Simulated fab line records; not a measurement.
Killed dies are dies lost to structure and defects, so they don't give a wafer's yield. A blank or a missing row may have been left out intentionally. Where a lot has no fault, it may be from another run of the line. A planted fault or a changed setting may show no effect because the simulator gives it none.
Which tool was responsible? ; flow sky130 ; Sampling: 11 lots, 33 wafers, 5 of 708 route steps

== WHAT EACH GAUGE READ, for each wafer ==
SKY_SONOS_ONO_THK_MEAS_05.
lot;measured;on;SONOS_ONO_CVD_04_THK (nm)
L224;day 11 10:17;film_metro-02;5.74 5.74 5.65
L226;day 12 02:49;film_metro-02;5.76 5.70 5.78
L230;day 13 13:47;film_metro-02;5.62 5.49 5.49
L229;day 13 15:02;film_metro-02;5.47 5.42 5.38
L232;day 14 06:57;film_metro-03;5.59 5.74 5.71
L234;day 14 21:20;film_metro-03;5.75 5.73 5.67
L235;day 15 08:02;film_metro-02;5.73 5.71 5.62
L241;day 17 04:25;film_metro-02;5.68 5.63 5.65
L242;day 17 14:23;film_metro-01;5.96 5.75 5.86
L245;day 18 16:35;film_metro-01;5.85 5.86 5.83
L247;day 19 05:13;film_metro-01;5.73 5.79 5.68

SKY_POLY_GATE_THK_MEAS_04.
lot;measured;on;POLY_GATE_CVD_03_THK (nm)
L224;day 14 21:22;film_metro-01;75.6 75.3 75.2
L226;day 15 17:19;film_metro-02;76.0 75.9 75.3
L230;day 17 07:26;film_metro-04;74.7 74.1 73.7
L229;day 17 12:01;film_metro-02;75.3 75.0 74.9
L232;day 18 03:31;film_metro-04;73.6 74.7 74.1
L234;day 18 20:53;film_metro-04;74.9 74.6 75.0
L235;day 19 07:17;film_metro-02;73.3 74.1 73.5
L241;day 21 09:31;film_metro-04;75.4 75.2 75.4
L242;day 21 19:39;film_metro-04;76.6 76.1 75.2
L245;day 22 21:01;film_metro-01;76.0 76.3 75.5
L247;day 23 07:38;film_metro-02;75.0 75.5 74.4

SKY_POLY_GATE_THK_MEAS_21.
lot;measured;on;POLY_GATE_OXIDATION_THK (nm)
L224;day 16 05:08;film_metro-01;4.00 4.02 4.08
L226;day 17 00:08;film_metro-02;3.99 3.95 4.10
L230;day 18 15:43;film_metro-01;3.74 3.90 3.81
L229;day 18 20:35;film_metro-01;4.04 3.94 4.01
L232;day 19 11:32;film_metro-04;3.95 3.97 3.93
L234;day 20 08:27;film_metro-04;2.70 2.74 2.71
L235;day 20 15:39;film_metro-02;2.75 2.70 2.74
L241;day 22 20:51;film_metro-04;3.99 3.97 3.95
L242;day 23 04:25;film_metro-04;3.91 3.98 3.92
L245;day 24 06:11;film_metro-02;4.07 4.07 4.01
L247;day 24 16:26;film_metro-01;3.92 4.00 3.94

== TOOL THAT RAN EACH LOT (tool first, then ch and the chambers of the sampled wafers, then the start) ==
lot;SKY_RES_PROTECT_STRIP_07;SKY_POLY_GATE_OXIDATION_20
L224;plasma_asher-04 ch 0,1, day 14 19:14;furnace-02 ch 0, day 16 03:53
L226;plasma_asher-02 ch 0,1, day 15 15:16;furnace-01 ch 0, day 16 22:53
L230;plasma_asher-04 ch 0,1, day 17 05:52;furnace-01 ch 0, day 18 14:28
L229;plasma_asher-02 ch 0,1, day 17 07:49;furnace-02 ch 0, day 18 19:20
L232;plasma_asher-02 ch 0,1, day 17 23:50;furnace-01 ch 0, day 19 10:17
L234;plasma_asher-02 ch 0,1, day 18 18:12;furnace-01 ch 0, day 20 07:11
L235;plasma_asher-02 ch 0,1, day 19 05:43;furnace-01 ch 0, day 20 14:23
L241;plasma_asher-02 ch 0,1, day 21 06:34;furnace-02 ch 0, day 22 19:35
L242;plasma_asher-02 ch 0,1, day 21 18:04;furnace-02 ch 0, day 23 03:09
L245;plasma_asher-02 ch 1, day 22 19:23;furnace-01 ch 0, day 24 04:57
L247;plasma_asher-04 ch 0,1, day 23 06:04;furnace-01 ch 0, day 24 15:11
- SKY_RES_PROTECT_STRIP_07: strips in O2/N2.
- SKY_POLY_GATE_OXIDATION_20: stabilise 600 s, purge 300 s, target thk 4 nm.

== AS READ BY THE TOOLS THEMSELVES (means over the sampled wafers that have a number; for cases with no such wafer, the mark the record gives instead) ==
SKY_RES_PROTECT_STRIP_07.
lot;tool;drypump_motor_current_A (A);o2_flow_sccm (sccm);oes_product_au (a.u.);strip_time_to_endpoint_s (s)
L224;plasma_asher-04;5.9;3005;0.513;23.35
L226;plasma_asher-02;6.2;3002;0.518;23.29
L230;plasma_asher-04;5.9;3014;0.520;23.32
L229;plasma_asher-02;6.2;3001;0.515;23.23
L232;plasma_asher-02;6.0;3000;0.517;23.28
L234;plasma_asher-02;6.0;3008;0.516;23.23
L235;plasma_asher-02;6.0;2994;0.520;23.29
L241;plasma_asher-02;6.0;3004;0.520;23.31
L242;plasma_asher-02;6.2;2992;0.516;23.27
L245;plasma_asher-02;6.5;2996;0.519;23.34
L247;plasma_asher-04;5.8;3007;0.516;23.24

SKY_POLY_GATE_OXIDATION_20.
lot;tool;spike_tc_bottom_C (C);spike_tc_centre_C (C);spike_tc_lower_C (C);spike_tc_top_C (C);spike_tc_upper_C (C);tube_center_temp_C (C);tube_center_temp_C_max;zone_power_bottom_pct (%);zone_power_lower_pct (%);zone_power_upper_pct (%)
L224;furnace-02;864.3;851.4;849.9;860.5;850.6;850;852.5;25.8;17.95;15.09
L226;furnace-01;869.9;850.6;849.7;860.2;850.3;850;852.6;29.9;18.03;15.10
L230;furnace-01;869.6;850.3;850.0;860.6;852.1;850;852.2;30.2;18.26;15.03
L229;furnace-02;865.4;850.9;850.4;861.4;849.9;850;852.1;25.7;17.96;15.13
L232;furnace-01;869.7;850.4;849.3;861.6;850.6;850;852.4;30.0;18.09;15.05
L234;furnace-01;843.1;821.9;821.3;832.6;824.0;822;824.4;28.1;17.08;14.08
L235;furnace-01;842.2;822.0;821.3;833.6;823.7;822;824.0;28.2;17.03;14.04
L241;furnace-02;864.5;851.0;849.2;861.0;850.9;850;851.9;25.7;18.12;14.96
L242;furnace-02;863.7;851.5;850.0;860.8;850.9;850;852.0;25.8;17.93;15.12
L245;furnace-01;870.1;850.3;850.5;860.7;851.4;850;852.2;30.2;18.15;15.15
L247;furnace-01;870.2;849.5;850.2;860.1;851.6;850;852.0;30.2;18.14;15.13

== THE ANSWER, worked out from the rows above alone ==
Rule: usual is defined by the lots themselves. Put in order of their means at a reading, lots are off if they are a third of the lots or fewer, leave a main group of 4 or more, and stand apart from it by a gap of 3 or more times the standard deviation of the main group's means; of several such gaps the widest counts. Not used: any main group whose means are identical at the precision the tables above print for the reading. Also off: a lot with no number at a reading for which 4 or more lots have one. Any other lot the step has rows for is counted as sound. After the gauges, taken in route order, come the tools' own readings; for these a lot's mean is taken, as printed above. The first step at which some lot is off is used, and at that step the reading that is off furthest; a lot without a number counts as furthest.
Off: L234, L235, seen at SKY_POLY_GATE_THK_MEAS_21 (POLY_GATE_OXIDATION_THK). Mean 3.97 nm and standard deviation 0.065 in the main group.
A tool fits if, at a process step before that reading, it ran every lot that is off, and no sound lot after the first of them. The gauges at SKY_POLY_GATE_THK_MEAS_21 aren't tried: what is off there is off at SKY_POLY_GATE_OXIDATION_20 too, on other tools, and a gauge's error can't cause that. None of those tried fits.

== WHAT THE SIMULATOR HAD PUT IN ==
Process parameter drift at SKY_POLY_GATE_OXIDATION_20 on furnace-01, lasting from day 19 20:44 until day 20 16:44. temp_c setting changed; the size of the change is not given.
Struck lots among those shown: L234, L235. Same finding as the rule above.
